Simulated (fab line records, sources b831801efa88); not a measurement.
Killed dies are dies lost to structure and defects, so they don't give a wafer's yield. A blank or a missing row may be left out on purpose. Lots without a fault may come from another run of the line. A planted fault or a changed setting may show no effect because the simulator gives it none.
Which tool did it? | flow sky130 | 24 lots, 72 wafers sampled, at 6 steps of a route of 708

WHAT THE GAUGES READ, wafer by wafer
SKY_VIA3_CD_MEAS_12: target cd 200 nm. Usual: cd_nm 199.8 nm, standard deviation 1.4.
lot  | measured     | on        | cd_nm (nm)        | flag
L074 | day 39 05:44 | cd_sem-01 | 198.8 197.8 198.0 |
L075 | day 40 08:26 | cd_sem-02 | 200.4 199.9 199.7 |
L076 | day 40 22:10 | cd_sem-02 | 198.8 198.1 196.4 |
L077 | day 41 05:26 | cd_sem-02 | 200.1 199.8 200.6 |
L078 | day 41 21:47 | cd_sem-02 | 201.8 201.4 200.7 |
L079 | day 41 22:51 | cd_sem-02 | 201.5 201.5 201.9 |
L081 | day 42 00:26 | cd_sem-01 | 200.1 201.1 200.4 |
L080 | day 42 01:23 | cd_sem-01 | 197.9 199.3 198.6 |
L083 | day 42 03:56 | cd_sem-01 | 202.0 202.1 200.6 |
L082 | day 42 06:16 | cd_sem-01 | 198.8 199.4 200.3 |
L084 | day 42 19:23 | cd_sem-02 | 201.1 199.7 198.9 |
L085 | day 42 23:06 | cd_sem-02 | 201.3 201.3 201.8 |
L086 | day 43 02:58 | cd_sem-01 | 199.3 201.1 199.4 |
L087 | day 43 14:14 | cd_sem-01 | 199.2 200.5 198.5 |
L088 | day 43 20:55 | cd_sem-02 | 200.5 200.1 200.0 |
L089 | day 43 21:59 | cd_sem-02 | 198.6 197.1 198.4 |
L090 | day 44 01:09 | cd_sem-01 | 199.3 200.5 200.2 |
L091 | day 44 11:01 | cd_sem-01 | 200.7 199.7 201.7 |
L092 | day 45 04:29 | cd_sem-01 | 200.9 201.1 200.3 |
L093 | day 45 08:58 | cd_sem-02 | 199.3 200.5 199.3 |
L095 | day 45 14:14 | cd_sem-01 | 199.5 199.2 198.6 |
L094 | day 45 16:05 | cd_sem-02 | 195.6 198.3 197.0 |
L096 | day 45 19:11 | cd_sem-01 | 200.9 201.9 202.1 |
L097 | day 46 03:34 | cd_sem-02 | 199.7 199.7 198.0 |

SKY_VIA3_OVL_MEAS_13. Usual: VIA3_OVL 1 nm, standard deviation 5.1.
lot  | measured     | on         | VIA3_OVL (nm) | flag
L074 | day 39 05:52 | overlay-02 | 1 0 4         |
L075 | day 40 08:31 | overlay-02 | 0 9 -4        |
L076 | day 40 22:16 | overlay-01 | 0 -6 1        |
L077 | day 41 05:34 | overlay-01 | 4 1 2         |
L078 | day 41 21:52 | overlay-01 | -6 0 -2       |
L079 | day 41 22:58 | overlay-02 | 0 -2 0        |
L081 | day 42 00:34 | overlay-01 | 3 2 -1        |
L080 | day 42 01:31 | overlay-02 | 4 7 6         |
L083 | day 42 04:04 | overlay-01 | -1 9 8        |
L082 | day 42 06:22 | overlay-02 | -4 9 7        |
L084 | day 42 19:31 | overlay-02 | -6 8 -2       |
L085 | day 42 23:13 | overlay-02 | -2 10 1       |
L086 | day 43 03:04 | overlay-02 | 13 0 3        |
L087 | day 43 14:22 | overlay-02 | -4 -1 3       |
L088 | day 43 21:01 | overlay-02 | -8 -3 -9      |
L089 | day 43 22:07 | overlay-01 | 0 12 12       |
L090 | day 44 01:14 | overlay-02 | 5 -2 4        |
L091 | day 44 11:07 | overlay-02 | -1 0 -5       |
L092 | day 45 04:34 | overlay-01 | 0 5 10        |
L093 | day 45 09:04 | overlay-02 | 10 4 5        |
L095 | day 45 14:22 | overlay-02 | -7 -5 -6      |
L094 | day 45 16:13 | overlay-01 | 0 11 8        |
L096 | day 45 19:16 | overlay-02 | 3 -4 7        |
L097 | day 46 03:40 | overlay-01 | 3 0 6         |

SKY_CAP2M_RS_MEAS_03: measures by four-point-probe. Usual: CAP2M_TIN_RS 6.91 ohm/sq, standard deviation 0.062.
lot  | measured     | on            | CAP2M_TIN_RS (ohm/sq) | flag
L074 | day 39 07:38 | film_metro-02 | 7.00 7.03 6.96        |
L075 | day 40 10:20 | film_metro-04 | 6.92 6.97 6.94        |
L076 | day 41 00:01 | film_metro-01 | 6.92 6.91 6.94        |
L077 | day 41 07:25 | film_metro-04 | 6.83 6.86 6.89        |
L078 | day 41 23:41 | film_metro-02 | 6.85 6.88 6.87        |
L079 | day 42 00:45 | film_metro-02 | 6.89 6.92 6.91        |
L081 | day 42 02:19 | film_metro-02 | 6.91 6.88 6.89        |
L080 | day 42 03:16 | film_metro-02 | 6.89 6.91 6.86        |
L083 | day 42 05:51 | film_metro-04 | 6.82 6.84 6.87        |
L082 | day 42 08:07 | film_metro-02 | 7.03 7.00 7.00        |
L084 | day 42 21:15 | film_metro-04 | 6.98 6.96 6.95        |
L085 | day 43 00:58 | film_metro-04 | 6.91 6.92 6.90        |
L086 | day 43 04:50 | film_metro-04 | 6.81 6.78 6.78        |
L087 | day 43 16:08 | film_metro-01 | 6.99 7.05 6.93        |
L088 | day 43 22:52 | film_metro-04 | 6.96 6.93 6.99        |
L089 | day 43 23:52 | film_metro-01 | 6.86 6.93 6.85        |
L090 | day 44 03:38 | film_metro-04 | 6.88 6.93 6.88        |
L091 | day 44 12:53 | film_metro-01 | 7.03 6.97 6.96        |
L092 | day 45 06:22 | film_metro-02 | 7.01 6.97 6.93        |
L093 | day 45 10:49 | film_metro-04 | 6.83 6.82 6.78        |
L095 | day 45 16:06 | film_metro-02 | 6.91 6.92 6.93        |
L094 | day 45 17:58 | film_metro-02 | 6.94 6.97 6.95        |
L096 | day 45 21:02 | film_metro-01 | 6.85 6.82 6.85        |
L097 | day 46 05:28 | film_metro-01 | 6.86 6.90 6.89        |

SKY_VIA4_THK_MEAS_20: measures by xrf. Usual: VIA4_W_THK 498 nm, standard deviation 8.
lot  | measured     | on            | VIA4_W_THK (nm) | flag
L074 | day 42 10:01 | film_metro-04 | 493 509 493     |
L075 | day 43 10:47 | film_metro-04 | 484 489 488     |
L076 | day 44 00:23 | film_metro-03 | 494 488 492     |
L077 | day 44 06:44 | film_metro-04 | 488 491 494     |
L078 | day 44 22:47 | film_metro-01 | 506 495 499     |
L079 | day 44 23:07 | film_metro-04 | 494 504 496     |
L081 | day 44 23:11 | film_metro-01 | 497 493 496     |
L080 | day 45 02:08 | film_metro-04 | 505 489 492     |
L083 | day 45 03:58 | film_metro-04 | 506 500 497     |
L082 | day 45 06:31 | film_metro-03 | 499 506 507     |
L084 | day 45 18:20 | film_metro-04 | 502 497 491     |
L085 | day 45 21:20 | film_metro-04 | 490 510 493     |
L086 | day 46 01:11 | film_metro-03 | 493 496 502     |
L087 | day 46 10:36 | film_metro-04 | 492 480 491     |
L088 | day 46 17:16 | film_metro-01 | 517 519 519     |
L089 | day 46 19:32 | film_metro-03 | 511 494 496     |
L090 | day 46 21:29 | film_metro-01 | 503 504 517     |
L091 | day 47 05:14 | film_metro-04 | 499 505 495     |
L092 | day 48 00:08 | film_metro-03 | 491 500 495     |
L093 | day 48 04:09 | film_metro-04 | 513 508 503     |
L095 | day 48 07:40 | film_metro-04 | 496 498 492     |
L094 | day 48 09:49 | film_metro-01 | 495 505 493     |
L096 | day 48 11:26 | film_metro-03 | 495 501 497     |
L097 | day 48 19:56 | film_metro-04 | 499 499 493     |

WHICH TOOL RAN EACH LOT (tool, then ch and the chambers of the sampled wafers, then the start)
lot  | SKY_METAL2_SPUTTER_01        | SKY_VIA2_CVD_21
L074 | pvd_sputter-03, day 33 14:49 | cvd_w-01 ch 0,1, day 35 22:04
L075 | pvd_sputter-02, day 34 20:04 | cvd_w-01 ch 0,1, day 37 02:58
L076 | pvd_sputter-02, day 35 10:58 | cvd_w-02 ch 0,1, day 37 17:01
L077 | pvd_sputter-02, day 35 20:19 | cvd_w-02 ch 0,1, day 38 02:13
L078 | pvd_sputter-03, day 36 11:54 | cvd_w-02 ch 0,1, day 38 17:11
L079 | pvd_sputter-03, day 36 14:01 | cvd_w-02 ch 0,1, day 38 18:49
L081 | pvd_sputter-02, day 36 15:26 | cvd_w-02 ch 0,1, day 38 20:43
L080 | pvd_sputter-03, day 36 17:01 | cvd_w-02 ch 0,1, day 38 21:27
L083 | pvd_sputter-01, day 36 17:37 | cvd_w-02 ch 0,1, day 38 23:19
L082 | pvd_sputter-03, day 36 21:23 | cvd_w-02 ch 0,1, day 39 02:26
L084 | pvd_sputter-03, day 37 11:23 | cvd_w-02 ch 0,1, day 39 17:13
L085 | pvd_sputter-01, day 37 13:37 | cvd_w-01 ch 0,1, day 39 18:50
L086 | pvd_sputter-03, day 37 20:02 | cvd_w-01 ch 0,1, day 40 00:18
L087 | pvd_sputter-03, day 38 08:08 | cvd_w-01 ch 0,1, day 40 12:18
L088 | pvd_sputter-03, day 38 15:47 | cvd_w-01 ch 0,1, day 40 20:08
L089 | pvd_sputter-02, day 38 17:17 | cvd_w-02 ch 0,1, day 40 21:15
L090 | pvd_sputter-03, day 38 21:43 | cvd_w-01 ch 0,1, day 41 01:15
L091 | pvd_sputter-03, day 39 08:22 | cvd_w-01 ch 0,1, day 41 11:54
L092 | pvd_sputter-01, day 40 03:52 | cvd_w-02 ch 0,1, day 42 06:51
L093 | pvd_sputter-01, day 40 10:29 | cvd_w-01 ch 0,1, day 42 12:27
L095 | pvd_sputter-02, day 40 14:56 | cvd_w-02 ch 0,1, day 42 17:16
L094 | pvd_sputter-01, day 40 19:23 | cvd_w-02 ch 0, day 42 21:09
L096 | pvd_sputter-02, day 40 20:20 | cvd_w-02 ch 0,1, day 42 22:11
L097 | pvd_sputter-01, day 41 07:06 | cvd_w-01 ch 1, day 43 07:58
- SKY_METAL2_SPUTTER_01: material TiN, target thk 20 nm, time 16.7 s.
- SKY_VIA2_CVD_21: deposits W, target thk 420 nm, time 126.4 s.

WHAT THE TOOLS THEMSELVES READ (means of the sampled wafers that have a number; where no wafer has one, the mark that the record gives instead)
SKY_METAL2_SPUTTER_01. Usual: throttle_valve_pct 29.7 %, standard deviation 0.98.
lot  | tool           | throttle_valve_pct (%) | flag
L074 | pvd_sputter-03 | 29.0                   |
L075 | pvd_sputter-02 | 30.9                   |
L076 | pvd_sputter-02 | 31.1                   |
L077 | pvd_sputter-02 | 30.4                   |
L078 | pvd_sputter-03 | 29.2                   |
L079 | pvd_sputter-03 | 29.0                   |
L081 | pvd_sputter-02 | 30.6                   |
L080 | pvd_sputter-03 | 29.2                   |
L083 | pvd_sputter-01 | 29.5                   |
L082 | pvd_sputter-03 | 29.5                   |
L084 | pvd_sputter-03 | 28.9                   |
L085 | pvd_sputter-01 | 29.9                   |
L086 | pvd_sputter-03 | 29.8                   |
L087 | pvd_sputter-03 | 29.9                   |
L088 | pvd_sputter-03 | 28.9                   |
L089 | pvd_sputter-02 | 31.2                   |
L090 | pvd_sputter-03 | 29.5                   |
L091 | pvd_sputter-03 | 29.2                   |
L092 | pvd_sputter-01 | 29.8                   |
L093 | pvd_sputter-01 | 29.7                   |
L095 | pvd_sputter-02 | 31.0                   |
L094 | pvd_sputter-01 | 29.0                   |
L096 | pvd_sputter-02 | 31.3                   |
L097 | pvd_sputter-01 | 29.7                   |

SKY_VIA2_CVD_21. Usual: heater_power_w 884 W, standard deviation 110.
lot  | tool     | heater_power_w (W) | flag
L074 | cvd_w-01 | 855                |
L075 | cvd_w-01 | 850                |
L076 | cvd_w-02 | 967                |
L077 | cvd_w-02 | 956                |
L078 | cvd_w-02 | 869                |
L079 | cvd_w-02 | 864                |
L081 | cvd_w-02 | 880                |
L080 | cvd_w-02 | 889                |
L083 | cvd_w-02 | 885                |
L082 | cvd_w-02 | 889                |
L084 | cvd_w-02 | 878                |
L085 | cvd_w-01 | 826                |
L086 | cvd_w-01 | 827                |
L087 | cvd_w-01 | 834                |
L088 | cvd_w-01 | 824                |
L089 | cvd_w-02 | 965                |
L090 | cvd_w-01 | 832                |
L091 | cvd_w-01 | 823                |
L092 | cvd_w-02 | 972                |
L093 | cvd_w-01 | 825                |
L095 | cvd_w-02 | 886                |
L094 | cvd_w-02 | 1066               |
L096 | cvd_w-02 | 869                |
L097 | cvd_w-01 | 818                |

THE ANSWER, worked out from the rows above alone
Rule: a lot is off if the mean of its wafers that have a number lies more than 3 standard deviations from the usual mean. A lot without any number at a reading at which 4 lots or more have one is off too. The other lots that the step has rows for count as sound. The gauges are gone through in route order, then the tools' own readings, and for those a lot's mean is taken as printed above. The first step at which some lot is off is used, and at that step the reading that is off furthest; a lot without a number counts as furthest.
No lot is off at any reading shown: from this, nothing can be told.

WHAT THE SIMULATOR HAD PUT IN
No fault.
